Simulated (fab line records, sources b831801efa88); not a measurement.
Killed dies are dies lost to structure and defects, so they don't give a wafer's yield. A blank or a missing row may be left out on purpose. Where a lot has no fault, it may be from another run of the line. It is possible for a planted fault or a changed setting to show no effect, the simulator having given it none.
What tool caused it? | flow sky130 | 13 lots with 39 wafers sampled at 2 steps, on a route of 708 steps

WHAT EACH GAUGE READ, for each wafer
SKY_SD_N_TW_MEAS_12.
lot  | measured     | on           | SD_N_TW
L626 | day 27 20:11 | filmMetro-03 | 3985 4017 4012
L627 | day 27 22:47 | filmMetro-01 | 4031 4038 4021
L628 | day 28 14:11 | filmMetro-01 | 4028 4047 4042
L629 | day 28 15:14 | filmMetro-04 | 4027 4048 4042
L631 | day 29 14:44 | filmMetro-04 | 4056 4065 4059
L635 | day 31 13:59 | filmMetro-04 | 4070 4113 4052
L634 | day 31 15:13 | filmMetro-04 | 4074 4093 4070
L637 | day 31 16:05 | filmMetro-03 | 4020 4025 4030
L641 | day 33 01:47 | filmMetro-04 | 4091 4087 4078
L643 | day 33 14:31 | filmMetro-01 | 4102 4084 4057
L646 | day 34 02:57 | filmMetro-03 | 4044 4027 4051
L647 | day 34 10:35 | filmMetro-04 | 4087 4100 4065
L649 | day 35 01:23 | filmMetro-04 | 4097 4088 4085

SKY_LI_CONTACT_BOW_MEAS_03.
lot  | measured     | on           | LI_CONTACT_BOW (um)
L626 | day 27 21:19 | filmMetro-03 | 35 50 48
L627 | day 27 23:55 | filmMetro-04 | 53 65 59
L628 | day 28 15:20 | filmMetro-03 | 71 58 57
L629 | day 28 16:25 | filmMetro-01 | 50 48 46
L631 | day 29 15:53 | filmMetro-04 | 40 54 56
L635 | day 31 15:10 | filmMetro-01 | 64 47 60
L634 | day 31 16:20 | filmMetro-03 | 66 69 57
L637 | day 31 17:39 | filmMetro-01 | 55 58 51
L641 | day 33 02:54 | filmMetro-03 | 53 61 65
L643 | day 33 15:39 | filmMetro-04 | 68 65 58
L646 | day 34 04:05 | filmMetro-03 | 64 69 51
L647 | day 34 11:43 | filmMetro-03 | 51 50 42
L649 | day 35 02:32 | filmMetro-01 | 63 55 46

WHAT TOOL EACH LOT RAN ON (gives the tool, then ch and the chambers of the sampled wafers, and finally the start)
No process step before these readings appears in the record.

WHAT THE TOOLS THEMSELVES READ (means of the sampled wafers that have a number; where no wafer has one, the mark that the record gives instead)
The record holds no such reading with a usual standard deviation.

THE ANSWER, worked out from the rows above alone
Rule: what is usual is taken from the lots themselves. Put in order of their means at a reading, lots are off if they are a third of the lots or fewer, leave a main group of 4 or more, and stand apart from it by a gap of 3 or more times the standard deviation of the main group's means; of several such gaps the widest counts. A main group is skipped when, at the precision printed for the reading in the tables above, its means are all equal. A lot without any number at a reading at which 4 lots or more have one is off too. Any other lot the step has rows for is counted as sound. First the gauges in route order, then the tools' own readings, where a lot's mean is used as printed above. The first step at which some lot is off is used, and at that step the reading that is off furthest; a lot without a number counts as furthest.
No lot is off on any of the readings shown, so nothing can be concluded from this.

WHAT THE SIMULATOR HAD PUT IN
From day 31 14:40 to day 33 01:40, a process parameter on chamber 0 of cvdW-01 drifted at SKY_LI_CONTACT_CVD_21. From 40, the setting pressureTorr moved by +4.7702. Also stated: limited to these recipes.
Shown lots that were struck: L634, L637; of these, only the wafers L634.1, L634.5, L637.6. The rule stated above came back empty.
